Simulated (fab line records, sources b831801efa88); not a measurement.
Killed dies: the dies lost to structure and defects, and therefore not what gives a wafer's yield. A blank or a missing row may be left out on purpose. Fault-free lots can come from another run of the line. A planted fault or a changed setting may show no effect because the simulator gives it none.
Which tool did it?    flow gf180mcu    11 lots with 33 wafers sampled at 2 steps, on a route of 602 steps

WHAT THE GAUGES SHOWED, per wafer
GF_HV_LDD_THK_MEAS_57.
lot   measured      on             HV_LDD_CVD_56_THK (nm)
L412  day 12 23:29  film-metro-03  90.2 91.1 90.9
L414  day 13 18:06  film-metro-03  90.4 90.3 90.5
L415  day 13 23:23  film-metro-01  87.8 88.7 88.0
L417  day 14 14:35  film-metro-03  90.1 89.4 89.8
L419  day 15 03:50  film-metro-04  89.9 89.6 90.2
L420  day 15 17:25  film-metro-04  90.0 89.7 89.8
L421  day 15 22:34  film-metro-01  89.7 89.6 90.2
L424  day 16 21:13  film-metro-01  89.4 90.2 89.3
L427  day 17 22:11  film-metro-03  90.2 90.4 90.9
L429  day 18 13:37  film-metro-01  119.6 119.3 118.9 119.6 119.3 118.8
L430  day 19 05:22  film-metro-03  119.1 118.6 119.1 119.1 118.5 119.1

WHICH TOOL RAN EACH LOT (tool, then ch and the chambers of the sampled wafers, then the start)
lot   GF_HV_LDD_CVD_56
L412  lpcvd-01 ch 1, day 12 22:03
L414  lpcvd-01 ch 1, day 13 16:39
L415  lpcvd-02 ch 0, day 13 21:57
L417  lpcvd-02 ch 1, day 14 13:09
L419  lpcvd-02 ch 0, day 15 02:24
L420  lpcvd-01 ch 0, day 15 15:58
L421  lpcvd-01 ch 1, day 15 21:09
L424  lpcvd-02 ch 0, day 16 19:48
L427  lpcvd-01 ch 0, day 17 20:43
L429  lpcvd-01 ch 0, day 18 12:11
L430  lpcvd-01 ch 0, day 19 03:55
- GF_HV_LDD_CVD_56: deposits Si3N4 from DCS/NH3, target thk 90 nm, time 1543 s.

THE ANSWER, worked out from the rows above alone
Rule: the lots themselves supply what counts as usual. The widest of any qualifying gaps counts: lots, ordered by their means at a reading, are off when they make up no more than a third of the lots, leave a main group of 4 or more, and stand apart from it by 3 or more times the standard deviation of that group's means. Not used: any main group whose means are identical at the precision the tables above print for the reading. Also off: a lot with no number at a reading for which 4 or more lots have one. All remaining lots with rows at the step are treated as sound.
Off: at GF_HV_LDD_THK_MEAS_57 (HV_LDD_CVD_56_THK), L429, L430. Main group: mean 89.9 nm, sd 0.7.
A tool fits if, at a process step before that reading, it ran every lot that is off, and no sound lot after the first of them. The gauges at GF_HV_LDD_THK_MEAS_57 are tried like those tools. One fits: lpcvd-01 at GF_HV_LDD_CVD_56. Its last sound lot is L427 (day 17 20:43), its first lot that is off L429 (day 18 12:11): a fault that began between those two fits.

WHAT WAS PUT IN BY THE SIMULATOR
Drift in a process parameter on lpcvd-01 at GF_HV_LDD_CVD_56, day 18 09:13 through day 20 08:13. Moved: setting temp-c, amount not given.
Lots struck among those shown: L429, L430. The rule above found the same.
